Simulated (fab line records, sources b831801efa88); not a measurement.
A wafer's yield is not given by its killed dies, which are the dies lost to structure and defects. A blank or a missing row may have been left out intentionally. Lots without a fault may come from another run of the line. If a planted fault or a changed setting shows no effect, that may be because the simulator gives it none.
Which of the tools did it? :: flow sky130 :: route of 708 steps, sampled at 1 step: 14 lots, 42 wafers

## WHAT THE GAUGES SHOWED, per wafer
SKY_VIA4_THK_MEAS_01. Usual: VIA4_HDPCVD_THK gives 1744 nm (standard deviation 22).
lot: L576
measured: day 42 21:13
on: film metro-04
VIA4_HDPCVD_THK (nm): 1771 1746 1765
flag: 

lot: L578
measured: day 43 07:01
on: film metro-04
VIA4_HDPCVD_THK (nm): 1749 1712 1734
flag: 

lot: L577
measured: day 43 08:35
on: film metro-04
VIA4_HDPCVD_THK (nm): 1754 1762 1699
flag: 

lot: L580
measured: day 43 14:43
on: film metro-03
VIA4_HDPCVD_THK (nm): 1739 1704 1757
flag: 

lot: L586
measured: day 45 01:44
on: film metro-03
VIA4_HDPCVD_THK (nm): 1745 1762 1754
flag: 

lot: L587
measured: day 45 05:17
on: film metro-03
VIA4_HDPCVD_THK (nm): 1751 1761 1744
flag: 

lot: L590
measured: day 46 01:57
on: film metro-03
VIA4_HDPCVD_THK (nm): 1736 1746 1744
flag: 

lot: L592
measured: day 46 11:34
on: film metro-01
VIA4_HDPCVD_THK (nm): 1717 1720 1729
flag: 

lot: L593
measured: day 46 17:45
on: film metro-01
VIA4_HDPCVD_THK (nm): 1757 1728 1715
flag: 

lot: L594
measured: day 47 01:58
on: film metro-04
VIA4_HDPCVD_THK (nm): 1756 1779 1727
flag: 

lot: L595
measured: day 47 04:37
on: film metro-03
VIA4_HDPCVD_THK (nm): 1723 1735 1723
flag: 

lot: L597
measured: day 47 20:53
on: film metro-01
VIA4_HDPCVD_THK (nm): 1757 1771 1727
flag: 

lot: L596
measured: day 47 23:34
on: film metro-01
VIA4_HDPCVD_THK (nm): 1758 1765 1805
flag: 

lot: L598
measured: day 48 00:16
on: film metro-04
VIA4_HDPCVD_THK (nm): 1753 1718 1716
flag: 

## WHAT TOOL EACH LOT RAN ON (gives the tool, then ch and the chambers of the sampled wafers, and finally the start)
The record shows no process step preceding these readings.

## WHAT THE TOOLS THEMSELVES READ (means of the sampled wafers that have a number; where no wafer has one, the mark that the record gives instead)
The record holds no such reading with a usual standard deviation.

## THE ANSWER, worked out from the rows above alone
Rule: a lot is off if the mean of its wafers that have a number lies more than 3 standard deviations from the usual mean. A lot without any number at a reading at which 4 lots or more have one is off too. Where the step has rows for the other lots, those lots are counted as sound. After the gauges, taken in route order, come the tools' own readings; for these a lot's mean is taken, as printed above. At the first step where some lot is off, the reading lying furthest off is the one used; lots without a number count as furthest.
None of the lots is off at any reading shown; this tells nothing.

## WHAT HAD BEEN PUT IN BY THE SIMULATOR
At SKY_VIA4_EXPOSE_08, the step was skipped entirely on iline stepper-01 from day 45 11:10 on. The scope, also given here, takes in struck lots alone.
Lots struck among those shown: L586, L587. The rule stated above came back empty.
